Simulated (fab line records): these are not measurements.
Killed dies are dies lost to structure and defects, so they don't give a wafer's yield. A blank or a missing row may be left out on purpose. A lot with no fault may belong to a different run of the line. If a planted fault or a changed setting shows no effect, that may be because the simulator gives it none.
What tool caused it? / flow gf180mcu / 14 lots with 42 wafers sampled at 5 steps, on a route of 602 steps

## WHAT THE GAUGES SHOWED, per wafer
GF_DNWELL_TW_MEAS_09.
lot=L886; measured=day 3 00:49; on=film-metro-01; DNWELL_TW=1359 1360 1350
lot=L887; measured=day 3 04:26; on=film-metro-01; DNWELL_TW=1357 1347 1351
lot=L888; measured=day 3 10:52; on=film-metro-04; DNWELL_TW=1337 1333 1324
lot=L890; measured=day 3 22:04; on=film-metro-01; DNWELL_TW=1361 1359 1362
lot=L891; measured=day 4 03:43; on=film-metro-02; DNWELL_TW=1342 1338 1344
lot=L892; measured=day 4 07:29; on=film-metro-02; DNWELL_TW=1332 1327 1333
lot=L895; measured=day 5 01:13; on=film-metro-01; DNWELL_TW=1358 1354 1360
lot=L896; measured=day 5 05:11; on=film-metro-01; DNWELL_TW=1357 1356 1353
lot=L897; measured=day 5 10:16; on=film-metro-04; DNWELL_TW=1336 1341 1337
lot=L898; measured=day 5 20:44; on=film-metro-02; DNWELL_TW=1349 1355 1349
lot=L905; measured=day 7 05:29; on=film-metro-02; DNWELL_TW=1252 1234 1249
lot=L906; measured=day 7 10:59; on=film-metro-01; DNWELL_TW=1248 1245 1257
lot=L907; measured=day 7 16:32; on=film-metro-01; DNWELL_TW=1249 1244 1251
lot=L908; measured=day 7 22:25; on=film-metro-04; DNWELL_TW=1343 1342 1339

GF_POLY_GATE_THK_MEAS_17.
lot=L886; measured=day 9 12:45; on=film-metro-04; POLY_GATE_OXIDATION_THK (nm)=4.00 3.90 3.94
lot=L887; measured=day 9 18:11; on=film-metro-04; POLY_GATE_OXIDATION_THK (nm)=3.84 3.97 3.93
lot=L888; measured=day 10 03:34; on=film-metro-02; POLY_GATE_OXIDATION_THK (nm)=3.93 4.05 3.91
lot=L890; measured=day 10 19:14; on=film-metro-01; POLY_GATE_OXIDATION_THK (nm)=3.91 3.94 3.96
lot=L891; measured=day 11 07:49; on=film-metro-04; POLY_GATE_OXIDATION_THK (nm)=4.02 4.00 3.88
lot=L892; measured=day 11 09:30; on=film-metro-02; POLY_GATE_OXIDATION_THK (nm)=3.93 3.99 3.87
lot=L895; measured=day 12 10:48; on=film-metro-04; POLY_GATE_OXIDATION_THK (nm)=3.95 3.91 4.00
lot=L896; measured=day 12 17:26; on=film-metro-04; POLY_GATE_OXIDATION_THK (nm)=3.99 4.01 3.91
lot=L897; measured=day 12 20:22; on=film-metro-01; POLY_GATE_OXIDATION_THK (nm)=4.09 4.12 3.99
lot=L898; measured=day 13 11:00; on=film-metro-04; POLY_GATE_OXIDATION_THK (nm)=3.85 3.93 3.90
lot=L905; measured=day 15 10:16; on=film-metro-04; POLY_GATE_OXIDATION_THK (nm)=4.11 4.10 4.07
lot=L906; measured=day 15 13:28; on=film-metro-04; POLY_GATE_OXIDATION_THK (nm)=3.90 3.94 3.95
lot=L907; measured=day 16 01:26; on=film-metro-04; POLY_GATE_OXIDATION_THK (nm)=3.94 3.92 3.92
lot=L908; measured=day 16 09:52; on=film-metro-04; POLY_GATE_OXIDATION_THK (nm)=3.93 3.94 3.96

GF_HV_LDD_TW_MEAS_38.
lot=L886; measured=day 11 20:53; on=film-metro-03; HV_LDD_3_TW=1449 1440 1441
lot=L887; measured=day 12 03:26; on=film-metro-02; HV_LDD_3_TW=1447 1444 1440
lot=L888; measured=day 12 13:14; on=film-metro-01; HV_LDD_3_TW=1445 1449 1445
lot=L890; measured=day 13 06:27; on=film-metro-03; HV_LDD_3_TW=1433 1432 1428
lot=L891; measured=day 13 19:44; on=film-metro-01; HV_LDD_3_TW=1454 1455 1447
lot=L892; measured=day 13 21:10; on=film-metro-03; HV_LDD_3_TW=1431 1440 1438
lot=L895; measured=day 15 01:49; on=film-metro-01; HV_LDD_3_TW=1444 1444 1442
lot=L896; measured=day 15 09:05; on=film-metro-01; HV_LDD_3_TW=1439 1444 1441
lot=L897; measured=day 15 11:49; on=film-metro-02; HV_LDD_3_TW=1448 1449 1440
lot=L898; measured=day 16 03:43; on=film-metro-02; HV_LDD_3_TW=1449 1448 1449
lot=L905; measured=day 18 07:08; on=film-metro-03; HV_LDD_3_TW=1438 1441 1434
lot=L906; measured=day 18 10:23; on=film-metro-03; HV_LDD_3_TW=1440 1440 1443
lot=L907; measured=day 18 23:47; on=film-metro-02; HV_LDD_3_TW=1443 1445 1446
lot=L908; measured=day 19 09:36; on=film-metro-03; HV_LDD_3_TW=1443 1443 1446

GF_SALICIDE_THK_MEAS_05: measures by xrf.
lot=L886; measured=day 15 11:18; on=film-metro-01; SALICIDE_TIN_THK (nm)=19.71 19.80 20.12
lot=L887; measured=day 15 19:33; on=film-metro-04; SALICIDE_TIN_THK (nm)=19.62 20.17 19.65
lot=L888; measured=day 16 04:24; on=film-metro-02; SALICIDE_TIN_THK (nm)=20.04 19.67 19.67
lot=L890; measured=day 17 01:55; on=film-metro-02; SALICIDE_TIN_THK (nm)=19.77 19.36 19.84
lot=L891; measured=day 17 15:31; on=film-metro-04; SALICIDE_TIN_THK (nm)=19.45 19.97 19.41
lot=L892; measured=day 17 17:13; on=film-metro-01; SALICIDE_TIN_THK (nm)=19.90 19.53 19.43
lot=L895; measured=day 19 01:22; on=film-metro-01; SALICIDE_TIN_THK (nm)=20.28 19.72 19.94
lot=L896; measured=day 19 08:40; on=film-metro-04; SALICIDE_TIN_THK (nm)=19.61 19.62 19.60
lot=L897; measured=day 19 12:45; on=film-metro-01; SALICIDE_TIN_THK (nm)=20.30 20.42 19.97
lot=L898; measured=day 20 06:53; on=film-metro-02; SALICIDE_TIN_THK (nm)=19.86 20.46 20.40
lot=L905; measured=day 22 12:59; on=film-metro-01; SALICIDE_TIN_THK (nm)=19.78 20.00 19.86
lot=L906; measured=day 22 15:45; on=film-metro-04; SALICIDE_TIN_THK (nm)=20.22 20.15 20.18
lot=L907; measured=day 23 03:34; on=film-metro-01; SALICIDE_TIN_THK (nm)=19.57 19.55 19.44
lot=L908; measured=day 23 14:07; on=film-metro-01; SALICIDE_TIN_THK (nm)=20.15 20.08 19.96

## TOOL THAT RAN EACH LOT (tool first, then ch and the chambers of the sampled wafers, then the start)
lot=L886; GF_DNWELL_IMPLANT_07=implanter-04 ch 0, day 3 00:34
lot=L887; GF_DNWELL_IMPLANT_07=implanter-01 ch 0, day 3 04:11
lot=L888; GF_DNWELL_IMPLANT_07=implanter-04 ch 0, day 3 10:38
lot=L890; GF_DNWELL_IMPLANT_07=implanter-03 ch 0, day 3 21:50
lot=L891; GF_DNWELL_IMPLANT_07=implanter-01 ch 0, day 4 03:28
lot=L892; GF_DNWELL_IMPLANT_07=implanter-03 ch 0, day 4 07:14
lot=L895; GF_DNWELL_IMPLANT_07=implanter-04 ch 0, day 5 00:59
lot=L896; GF_DNWELL_IMPLANT_07=implanter-03 ch 0, day 5 04:57
lot=L897; GF_DNWELL_IMPLANT_07=implanter-03 ch 0, day 5 10:01
lot=L898; GF_DNWELL_IMPLANT_07=implanter-01 ch 0, day 5 20:29
lot=L905; GF_DNWELL_IMPLANT_07=implanter-03 ch 0, day 7 05:15
lot=L906; GF_DNWELL_IMPLANT_07=implanter-03 ch 0, day 7 10:44
lot=L907; GF_DNWELL_IMPLANT_07=implanter-03 ch 0, day 7 16:19
lot=L908; GF_DNWELL_IMPLANT_07=implanter-01 ch 0, day 7 22:11
- GF_DNWELL_IMPLANT_07

## AS READ BY THE TOOLS THEMSELVES (means over the sampled wafers that have a number; for cases with no such wafer, the mark the record gives instead)
GF_DNWELL_IMPLANT_07.
lot=L886 tool=implanter-04 beam-energy-keV=1500.0
lot=L887 tool=implanter-01 beam-energy-keV=1500.8
lot=L888 tool=implanter-04 beam-energy-keV=1500.5
lot=L890 tool=implanter-03 beam-energy-keV=1499.5
lot=L891 tool=implanter-01 beam-energy-keV=1500.0
lot=L892 tool=implanter-03 beam-energy-keV=1499.9
lot=L895 tool=implanter-04 beam-energy-keV=1500.4
lot=L896 tool=implanter-03 beam-energy-keV=1499.9
lot=L897 tool=implanter-03 beam-energy-keV=1500.2
lot=L898 tool=implanter-01 beam-energy-keV=1499.8
lot=L905 tool=implanter-03 beam-energy-keV=1500.5
lot=L906 tool=implanter-03 beam-energy-keV=1499.5
lot=L907 tool=implanter-03 beam-energy-keV=1499.0
lot=L908 tool=implanter-01 beam-energy-keV=1500.4

## THE ANSWER, worked out from the rows above alone
Rule: the usual values come from the lots themselves. Put in order of their means at a reading, lots are off if they are a third of the lots or fewer, leave a main group of 4 or more, and stand apart from it by a gap of 3 or more times the standard deviation of the main group's means; of several such gaps the widest counts. Not used: any main group whose means are identical at the precision the tables above print for the reading. Also off: a lot with no number at a reading for which 4 or more lots have one. Any other lot the step has rows for is counted as sound. Order of review: gauges by route order, followed by the tools' own readings, for which a lot's mean as printed above is used. The first step at which some lot is off is used, and at that step the reading that is off furthest; a lot without a number counts as furthest.
Off: L905, L906, L907, at GF_DNWELL_TW_MEAS_09 (DNWELL_TW). For the main group the mean is 1347 and the standard deviation 10.
A tool fits if, at a process step before that reading, it ran every lot that is off, and no sound lot after the first of them. Gauges at GF_DNWELL_TW_MEAS_09: tried the same way as those tools. One candidate fits, namely implanter-03 at GF_DNWELL_IMPLANT_07. A fault onset in the window from L897 (day 5 10:01, its last sound lot) to L905 (day 7 05:15, its first lot off) fits.

## WHAT THE SIMULATOR HAD PUT IN
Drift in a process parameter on implanter-03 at GF_DNWELL_IMPLANT_07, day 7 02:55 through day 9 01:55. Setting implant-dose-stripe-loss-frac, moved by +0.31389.
Struck lots among those shown: L905, L906, L907. The same result came from the rule above.
